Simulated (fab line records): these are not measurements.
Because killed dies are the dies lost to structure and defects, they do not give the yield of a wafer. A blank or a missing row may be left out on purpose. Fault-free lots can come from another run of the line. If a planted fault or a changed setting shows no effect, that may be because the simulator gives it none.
Matching of chambers + flow sky130 + 4 sister chambers for SKY_LI_CONTACT_ETCH_15 on rieDiel-04
The step etches PSG in C4F8/O2/Ar, stops on Si, target depth 600 nm. 4 wafers are shown with their chamber, then 7 later ones without.

== WAFERS, EACH WITH ITS CHAMBER ==
| wafer  | chamber | chamberPressureMTorr (mTorr) |
|--------|---------|------------------------------|
| L384.4 | 2       | 40.04                        |
| L389.6 | 3       | 39.93                        |
| L391.4 | 1       | 40.02                        |
| L391.5 | 0       | 40.05                        |

== WAFERS WITH NO CHAMBER GIVEN ==
| wafer  | chamberPressureMTorr (mTorr) |
|--------|------------------------------|
| L391.6 | 40.04                        |
| L399.3 | 40.04                        |
| L399.4 | 40.00                        |
| L399.5 | 39.99                        |
| L402.4 | 39.92                        |
| L402.5 | 39.96                        |
| L402.6 | 40.11                        |

== WHICH CHAMBER EACH ONE RAN IN ==
| wafer  | from the rows above               | in truth                   |
|--------|-----------------------------------|----------------------------|
| L391.6 | can't be placed: 2 or 0 or 1      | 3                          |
| L399.3 | can't be placed: 2 or 0 or 1      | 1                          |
| L399.4 | can't be placed: 1 or 2 or 0 or 3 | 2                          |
| L399.5 | can't be placed: 1 or 2 or 0 or 3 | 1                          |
| L402.4 | 3                                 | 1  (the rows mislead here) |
| L402.5 | can't be placed: 3 or 1 or 2      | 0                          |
| L402.6 | can't be placed: 0 or 2 or 1      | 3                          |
Correctly placed: 0 of 7. Cannot be placed on the basis of these rows: 6; the candidates contain the true chamber in 3. Placed wrongly: 1.
How it was worked out, from the rows above alone: a wafer's distance from a chamber is the root of the sum, over the readings, of the square of ((its reading less the chamber's mean) divided by the reading's scatter). If the next closest chamber is less than 2 further off than the closest, the wafer can't be placed; otherwise it belongs to the closest. For every chamber, the mean is computed from those of its wafers that are shown. The scatter (one wafer shown for each chamber): square how far every hidden wafer sits from the nearest shown wafer, average those squares and take the square root.
